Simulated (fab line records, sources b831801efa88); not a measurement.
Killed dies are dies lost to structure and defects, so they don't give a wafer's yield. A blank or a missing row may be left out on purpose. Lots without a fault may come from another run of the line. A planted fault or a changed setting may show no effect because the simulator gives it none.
A struck lot beside a sound one | flow sky130 | 17 steps out of a route of 708
Sound: wafers L869.2, L869.3, L869.6. Struck: wafers L884.3, L884.4, L884.6. The cause comes at the end.
At each step with rows: each side's tool, then ch and its chambers, then its first start. Under that, the readings that differ: sound wafers | struck wafers | difference of the means | sigmas: that difference in standard deviations of wafers without a fault.
alike: readings whose means differ by less than 2 such deviations, and words and numbers that are the same on both sides. not compared: withheld readings, readings that some wafer has no value for, bounds like >300 that may hide the same value, and numbers for which the record gives no deviation and whose values overlap.
The two part at a step that has a row with sigmas, a row that says differs or no value, or rows on one side only. Numbers that don't overlap but have no deviation are shown without sigmas and don't part them. A reading that every wafer of one side lacks parts them only if that side has two wafers or more.

first, 3 steps without rows for these wafers: SKY_POLY_CUT_EXPOSE_05 (exposes mask NPCM, target cd 270 nm); SKY_POLY_CUT_PEB_06; SKY_POLY_CUT_DEVELOP_07 (develop time 60 s).
SKY_POLY_CUT_CD_MEAS_08: target cd 270 nm.
  sound on cd_sem-01, day 25 02:44; struck on cd_sem-01, day 30 05:30
  alike: cd_nm
SKY_POLY_CUT_OVL_MEAS_09:
  sound on overlay-02, day 25 02:51; struck on overlay-02, day 30 05:35
  alike: POLY_CUT_OVL
SKY_POLY_CUT_ETCH_10: etches BARC in N2/H2, stops on SiO2, time 45.9 s, target depth 60 nm.
  sound on rie_diel-02 ch 0,3, day 25 02:53; struck on rie_diel-03 ch 0,2,3, day 30 05:37
  alike: bias_w, chamber_pressure_mTorr, drypump_motor_current_A, oes_product_au, throttle_valve_pct
  not compared: rf_hours_counter_h
SKY_POLY_CUT_ETCH_11: etches Si3N4 in CF4/CH2F2/Ar, stops on poly-Si, time 42.5 s, target depth 60 nm.
  sound on rie_diel-02 ch 0,3, day 25 02:55; struck on rie_diel-03 ch 0,2,3, day 30 05:40
  alike: bias_w, chamber_pressure_mTorr, drypump_motor_current_A, oes_product_au, throttle_valve_pct
  not compared: rf_hours_counter_h
SKY_POLY_CUT_STRIP_12: strips in O2/N2.
  sound on plasma_asher-02 ch 0,1, day 25 02:58; struck on plasma_asher-02 ch 0,1, day 30 05:44
  alike: chamber_pressure_mTorr, drypump_motor_current_A, oes_product_au, strip_time_to_endpoint_s
  not compared: rf_hours_counter_h
then, 4 steps without rows for these wafers: SKY_SD_P_DEHYDRATE_00 (time 60 s); SKY_SD_P_HMDS_01 (prime time 60 s); SKY_SD_P_COAT_02 (resist thk 1140 nm); SKY_SD_P_SOFTBAKE_03 (time 60 s).
SKY_SD_P_EXPOSE_04: exposes mask PSDM, target cd 380 nm.
  sound on iline_stepper-02 ch 0, day 25 17:28; struck on iline_stepper-02 ch 0, day 30 20:08
  reading | sound                | struck                        | difference | sigmas
  mask    | PSDM#0 PSDM#0 PSDM#0 | PSDM_R1#0 PSDM_R1#0 PSDM_R1#0 | differs    |
  alike: focus_offset_nm
then, 2 steps without rows for these wafers: SKY_SD_P_PEB_05; SKY_SD_P_DEVELOP_06 (develop time 60 s).
SKY_SD_P_CD_MEAS_07: target cd 380 nm.
  sound on cd_sem-01, day 26 07:59; struck on cd_sem-02, day 31 09:53
  reading    | sound             | struck            | difference | sigmas
  cd_nm (nm) | 381.2 383.0 379.8 | 302.6 304.7 302.6 | -78.0      | -29
  not compared: hold
SKY_SD_P_OVL_MEAS_08:
  sound on overlay-02, day 26 08:06; struck on overlay-01, day 31 11:59
  reading | sound | struck                                                                     | difference                   | sigmas
  hold    | - - - | await_dispo/2.0h/release await_dispo/2.0h/release await_dispo/2.0h/release | no value on the sound wafers |
  alike: SD_P_OVL

WHERE THEY PART
First at SKY_SD_P_EXPOSE_04; last, within this record, at SKY_SD_P_OVL_MEAS_08.

WHY: what the simulator had put in
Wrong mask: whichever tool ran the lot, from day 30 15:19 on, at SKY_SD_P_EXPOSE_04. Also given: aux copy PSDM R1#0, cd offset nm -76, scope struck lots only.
